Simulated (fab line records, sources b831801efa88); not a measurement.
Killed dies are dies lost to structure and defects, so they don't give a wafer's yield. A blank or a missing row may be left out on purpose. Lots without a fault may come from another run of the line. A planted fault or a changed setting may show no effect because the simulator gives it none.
Which tool did it? | flow gf180mcu | 6 lots, 18 wafers sampled, at 3 steps of a route of 602

WHAT THE GAUGES READ, wafer by wafer
GF_V3_RS_MEAS_24: measures by four-point-probe.
lot  | measured     | on            | V3_W_RS (ohm/sq)
L180 | day 23 17:11 | film_metro-04 | 0.323 0.314 0.329
L185 | day 24 15:10 | film_metro-04 | 0.324 0.322 0.321
L188 | day 25 15:10 | film_metro-04 | 0.317 0.314 0.311
L189 | day 25 22:35 | film_metro-01 | 0.314 0.320 0.318
L196 | day 28 03:01 | film_metro-04 | 0.238 0.313 0.317
L199 | day 28 20:59 | film_metro-04 | 0.313 0.238 0.236

WHICH TOOL RAN EACH LOT (tool, then ch and the chambers of the sampled wafers, then the start)
lot  | GF_V3_CVD_02                    | GF_V3_CVD_23
L180 | pecvd-02 ch 0,1, day 22 16:34   | cvd_w-01 ch 0,1, day 23 17:04
L185 | pecvd-02 ch 1,2, day 23 16:10   | cvd_w-02 ch 0,1, day 24 15:03
L188 | pecvd-03 ch 0,2, day 24 16:46   | cvd_w-01 ch 0,1, day 25 15:04
L189 | pecvd-03 ch 0,1,2, day 24 23:55 | cvd_w-01 ch 0,1, day 25 22:29
L196 | pecvd-04 ch 0,2, day 27 04:40   | cvd_w-01 ch 0,1, day 28 02:53
L199 | pecvd-04 ch 1,2, day 28 00:46   | cvd_w-01 ch 0,1, day 28 20:52
- GF_V3_CVD_02: deposits SiO2 from TEOS, target thk 850 nm, time 94.851 s.
- GF_V3_CVD_23: deposits W, target thk 350 nm, time 104.9 s.

THE ANSWER, worked out from the rows above alone
Rule: what is usual is taken from the lots themselves. Put in order of their means at a reading, lots are off if they are a third of the lots or fewer, leave a main group of 4 or more, and stand apart from it by a gap of 3 or more times the standard deviation of the main group's means; of several such gaps the widest counts. A main group whose means are all the same, to the digits that the tables above print for the reading, isn't used. A lot without any number at a reading at which 4 lots or more have one is off too. The other lots that the step has rows for count as sound.
Off: L196, L199, at GF_V3_RS_MEAS_24 (V3_W_RS). The main group: mean 0.319 ohm/sq, standard deviation 0.0035.
A tool fits if, at a process step before that reading, it ran every lot that is off, and no sound lot after the first of them. The gauges at GF_V3_RS_MEAS_24 are tried like those tools. Can't be told from this: 3 tools fit, pecvd-04 at GF_V3_CVD_02, cvd_w-01 at GF_V3_CVD_23, film_metro-04 at GF_V3_RS_MEAS_24.

WHAT THE SIMULATOR HAD PUT IN
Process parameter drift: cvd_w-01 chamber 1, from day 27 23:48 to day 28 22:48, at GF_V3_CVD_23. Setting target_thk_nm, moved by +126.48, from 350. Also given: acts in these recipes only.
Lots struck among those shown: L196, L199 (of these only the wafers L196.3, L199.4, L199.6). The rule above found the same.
